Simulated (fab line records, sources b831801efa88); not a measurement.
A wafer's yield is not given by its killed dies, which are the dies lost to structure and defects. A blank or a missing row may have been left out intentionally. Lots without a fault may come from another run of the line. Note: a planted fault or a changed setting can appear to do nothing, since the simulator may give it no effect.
Which tool did it?    flow gf180mcu    Sampling: 6 lots, 17 wafers, 3 of 602 route steps

## WHAT EACH GAUGE READ, for each wafer
GF_V3_CD_MEAS_14: target cd 260 nm.
lot   measured      on        cdNm (nm)
L375  day 23 19:50  cdSem-01  259.5 259.8 260.0
L379  day 25 06:40  cdSem-01  259.0 258.6 259.9
L383  day 26 11:53  cdSem-01  260.2 260.9 261.1
L386  day 27 05:44  cdSem-01  261.8 261.7
L394  day 29 16:13  cdSem-02  213.8 213.6 213.4 213.6 213.3 213.8
L396  day 30 10:30  cdSem-01  221.4 221.8 221.1 221.0 221.7 221.4

## EACH LOT AND THE TOOL THAT RAN IT (in order: tool; ch and the chambers of the sampled wafers; start)
lot   GF_V2_ETCH_16                      GF_V3_EXPOSE_11
L375  rieDiel-01 ch 0,2,3, day 21 18:40  krfScanner-02 ch 0, day 23 08:30
L379  rieDiel-04 ch 3, day 23 06:21      krfScanner-01 ch 0, day 24 19:44
L383  rieDiel-04 ch 0,2,3, day 24 13:21  krfScanner-02 ch 0, day 26 01:32
L386  rieDiel-01 ch 2,3, day 25 07:53    krfScanner-01 ch 0, day 26 19:00
L394  rieDiel-01 ch 0,2, day 27 20:24    krfScanner-01 ch 0, day 29 06:50
L396  rieDiel-01 ch 2,3, day 28 17:27    krfScanner-01 ch 0, day 30 01:36
- GF_V2_ETCH_16: etches BARC in N2/H2.
- GF_V3_EXPOSE_11: exposes mask Via3, target cd 260 nm.

## THE ANSWER, worked out from the rows above alone
Rule: what is usual is taken from the lots themselves. The widest of any qualifying gaps counts: lots, ordered by their means at a reading, are off when they make up no more than a third of the lots, leave a main group of 4 or more, and stand apart from it by 3 or more times the standard deviation of that group's means. The tables above print the reading to a certain number of digits; a main group whose means all agree to those digits is not used. A lot without any number at a reading at which 4 lots or more have one is off too. Where the step has rows for the other lots, those lots are counted as sound.
Off: L394, L396 (GF_V3_CD_MEAS_14, cdNm). For the main group the mean is 260.4 nm and the standard deviation 0.98.
If a tool, at a process step before that reading, ran all the lots that are off and no sound lot after the first of them, it fits. Gauges at GF_V3_CD_MEAS_14: tried the same way as those tools. Undecided on this evidence; 2 tools fit (rieDiel-01 at GF_V2_ETCH_16, krfScanner-01 at GF_V3_EXPOSE_11).

## WHAT WAS PUT IN BY THE SIMULATOR
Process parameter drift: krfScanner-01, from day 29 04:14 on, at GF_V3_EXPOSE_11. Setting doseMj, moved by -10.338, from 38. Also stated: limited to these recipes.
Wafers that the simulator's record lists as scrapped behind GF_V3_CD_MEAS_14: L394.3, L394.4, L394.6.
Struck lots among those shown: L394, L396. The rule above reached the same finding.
